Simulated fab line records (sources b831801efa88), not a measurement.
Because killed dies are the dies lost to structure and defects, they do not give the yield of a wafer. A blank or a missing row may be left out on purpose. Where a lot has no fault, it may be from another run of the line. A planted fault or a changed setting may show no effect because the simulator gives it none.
Problem report in the 8D (eight disciplines) form, filled by code | flow sky130 | the parts of the form that need people (team, actions taken, sign-off) are left out

## 1. WHAT WENT WRONG
SONOS_ONO_CVD_02_THK at SKY_SONOS_ONO_THK_MEAS_03 reads a mean of 11.64 nm on 6 wafers of 2 lots; wafers without a fault read 10.45 nm with a standard deviation of 0.13. That puts it +9.2 standard deviations away from the usual mean.
First observed at day 18 13:01: wafer L858.3, on film metro-02. Wafers with a number at this step in the record: 36, from 12 lots. By rule, "out" or "out of limits" means more than 4 standard deviations away from the usual mean. Any other wafer with a number is counted as sound.

## 2. WHAT IT IS, WHAT IT ISN'T
question                    | is                           | is not
which readings at this step | SONOS_ONO_CVD_02_THK         | -
which lots                  | L858, L859                   | L837, L838, L839, L840, L842, L843, L844, L846, L847, L850
which wafers of those lots  | all that have a number       | -
read on which gauges        | film metro-02, film metro-04 | film metro-03
when                        | from day 18 13:01            | up to then (30 sound wafers)

## 3. SUSPECTS, AND WHAT RULES EACH OUT
Counting: a tool at any process step up to the reading remains a suspect when it ran all the lots that are out and ran no sound lot after the first of those.
- the gauge at SKY_SONOS_ONO_THK_MEAS_03 has been ruled out. The wafers that are out were read on 2 gauges (film metro-02, film metro-04).
- lpcvd-02 at SKY_SONOS_ONO_CVD_02 (deposits Si3N4 from DCS/NH3, target thk 10.5 nm, time 180 s): kept. It ran every lot that is out, first L858 (day 18 11:56), and no sound lot after that; its last sound lot up to then is L850 (day 15 23:29).
Left after counting: lpcvd-02 at SKY_SONOS_ONO_CVD_02.

## 4. THE CAUSE (what the simulator had put in)
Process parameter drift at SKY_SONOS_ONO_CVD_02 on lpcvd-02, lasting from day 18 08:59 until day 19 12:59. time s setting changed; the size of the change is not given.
Counting left only this tool.

## 5. SEQUENCE OF EFFECTS, ordered by route
One row per reading whose mean, taken over the struck wafers that have a number, lies over 3 standard deviations from the usual. Readings are gone through only where the record gives a usual standard deviation; hours: the median, over the lots, of the time from a lot's start at the first step in this table giving one to that lot's start at this step; sigmas: the change measured in usual standard deviations.
hours | step                      | reading              | usual    | on struck wafers | change | sigmas
0     | SKY_SONOS_ONO_THK_MEAS_03 | SONOS_ONO_CVD_02_THK | 10.45 nm | 11.64            | +1.19  | +9.2
Later measuring or inspecting steps at which every struck wafer that the step has a row for has a number for every such reading, and none has moved that far: SKY_SONOS_ONO_THK_MEAS_05.

## 6. WHAT WOULD HAVE CAUGHT IT SOONER
In this record the first reading out of limits at a measuring or inspecting step was taken at day 18 13:01, 4 hours after the fault began at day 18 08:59.
L859, from the lots that are out (2), started SKY_SONOS_ONO_CVD_02 on lpcvd-02 later than day 18 13:01. Holding the tool at that time would have saved it.
